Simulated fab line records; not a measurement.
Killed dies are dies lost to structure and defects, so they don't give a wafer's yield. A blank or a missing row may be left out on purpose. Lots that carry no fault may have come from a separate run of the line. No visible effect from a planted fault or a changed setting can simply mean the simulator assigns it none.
Comparing a struck lot with a sound one | flow sfq-line | 24 steps out of a route of 325
Sound: these wafers, L838.1, L838.2, L838.5. Wafers struck: L846.4, L846.5, L846.6. The cause is named last.
Each step with rows lists, per side, the tool, then ch with its chambers, then its first start. Under that, the readings that differ: sound wafers | struck wafers | difference of the means | sigmas: that difference in standard deviations of wafers without a fault.
alike: readings whose means differ by less than 2 such deviations, and words and numbers that are the same on both sides. not compared: withheld readings, readings that some wafer has no value for, bounds like >300 that may hide the same value, and numbers for which the record gives no deviation and whose values overlap.
The two part at a step that has a row with sigmas, a row that says differs or no value, or rows on one side only. Non-overlapping numbers with no deviation appear without sigmas and do not part them. Lack of a reading on every wafer of one side parts them only where that side has two or more wafers.

first, 6 steps without rows for these wafers: SFQ_TRILAYER_I3_VIA_LITHO_COAT_090 (resist thk 62 nm); SFQ_TRILAYER_I3_VIA_LITHO_COAT_085 (resist thk 650 nm); SFQ_TRILAYER_I3_VIA_LITHO_SOFTBAKE_089; SFQ_TRILAYER_I3_VIA_LITHO_EXPOSE_086 (exposes mask I3, target cd 500 nm); SFQ_TRILAYER_I3_VIA_LITHO_PEB_088 (peb time 60 s); SFQ_TRILAYER_I3_VIA_LITHO_DEVELOP_087 (time 60 s).
SFQ_I3_OVL_MEAS_923:
  sound on overlay-01, day 36 15:19; struck on overlay-02, day 44 19:59
  alike: I3_OVL
SFQ_TRILAYER_I3_VIA_BARC_OPEN_VIA_ETCH_121: etches BARC in O2, target depth 125 nm, time 41.7 s.
  sound on rie-diel-04 ch 0,2,3, day 36 15:21; struck on rie-diel-03 ch 0,2,3, day 44 20:00
  alike: drypump-motor-current-A, oes-product-au
  not compared: rf-hours-counter-h
SFQ_TRILAYER_I3_VIA_ETCH_VIA_ETCH_088: etches SiO2 in CHF3, stops on Nb, target depth 260 nm.
  sound on rie-diel-04 ch 0,2,3, day 36 15:23; struck on rie-diel-03 ch 0,2,3, day 44 20:02
  alike: drypump-motor-current-A, oes-product-au
SFQ_TRILAYER_I3_VIA_STRIP_STRIP_089: strips in O2.
  sound on rie-metal-04 ch 0,1, day 36 15:30; struck on rie-metal-02 ch 0,1, day 44 20:21
  alike: drypump-motor-current-A, oes-product-au
  not compared: rf-hours-counter-h
then, 2 steps without rows for these wafers: SFQ_TRILAYER_I3_VIA_STRIP_SOLV_CLEAN_090 (cleans in NMP, time 600 s); SFQ_TRILAYER_M4_DEP_PRE_CLEAN_092 (time 22.5 s).
SFQ_TRILAYER_M4_DEP_SPUTTER_091: material Nb, target thk 200 nm, time 133.3 s.
  sound on pvd-sputter-05, day 36 16:18; struck on pvd-sputter-05, day 44 20:58
  alike: throttle-valve-pct
SFQ_M4_RS_MEAS_924: uses a four-point probe to measure.
  sound on film-metro-01, day 36 16:23; struck on film-metro-01, day 44 21:07
  reading           | sound             | struck            | difference | sigmas
  M4_NB_RS (ohm/sq) | 0.888 0.881 0.889 | 1.093 1.085 1.093 | +0.204     | +19
then, 6 steps without rows for these wafers: SFQ_TRILAYER_M4_LITHO_COAT_098 (resist thk 62 nm); SFQ_TRILAYER_M4_LITHO_COAT_093 (resist thk 600 nm); SFQ_TRILAYER_M4_LITHO_SOFTBAKE_097; SFQ_TRILAYER_M4_LITHO_EXPOSE_094 (exposes mask M4, target cd 500 nm); SFQ_TRILAYER_M4_LITHO_PEB_096 (peb time 60 s); SFQ_TRILAYER_M4_LITHO_DEVELOP_095 (time 60 s).
SFQ_M4_OVL_MEAS_926:
  sound on overlay-01, day 42 06:31; struck on overlay-02, day 44 23:31
  alike: M4_OVL
SFQ_TRILAYER_M4_BARC_OPEN_METAL_ETCH_123: etches BARC in O2, target depth 125 nm, time 41.7 s.
  sound on rie-metal-03 ch 0,1, day 42 06:33; struck on rie-metal-01 ch 0,1, day 44 23:33
  alike: drypump-motor-current-A, oes-product-au
  not compared: rf-hours-counter-h
SFQ_TRILAYER_M4_ETCH_METAL_ETCH_096: etches Nb in Cl2/Ar, stops on SiO2, target depth 240 nm, time 120 s.
  sound on rie-metal-03 ch 0,1, day 42 06:37; struck on rie-metal-01 ch 0,1, day 44 23:38
  reading               | sound             | struck            | difference | sigmas
  oes-product-au (a.u.) | 0.888 0.896 0.889 | 0.816 0.812 0.821 | -0.075     | -10
  alike: drypump-motor-current-A
  not compared: rf-hours-counter-h
SFQ_TRILAYER_M4_STRIP_STRIP_097: strips in O2.
  sound on rie-metal-03 ch 0,1, day 42 06:44; struck on rie-metal-01 ch 0,1, day 44 23:55
  alike: drypump-motor-current-A, oes-product-au
  not compared: rf-hours-counter-h

## WHERE THEY PART
Earliest at SFQ_M4_RS_MEAS_924; latest, in this record, at SFQ_TRILAYER_M4_ETCH_METAL_ETCH_096. Later steps at which nothing parts them and some readings are alike: SFQ_TRILAYER_M4_STRIP_STRIP_097.

WHY: the cause the simulator had injected
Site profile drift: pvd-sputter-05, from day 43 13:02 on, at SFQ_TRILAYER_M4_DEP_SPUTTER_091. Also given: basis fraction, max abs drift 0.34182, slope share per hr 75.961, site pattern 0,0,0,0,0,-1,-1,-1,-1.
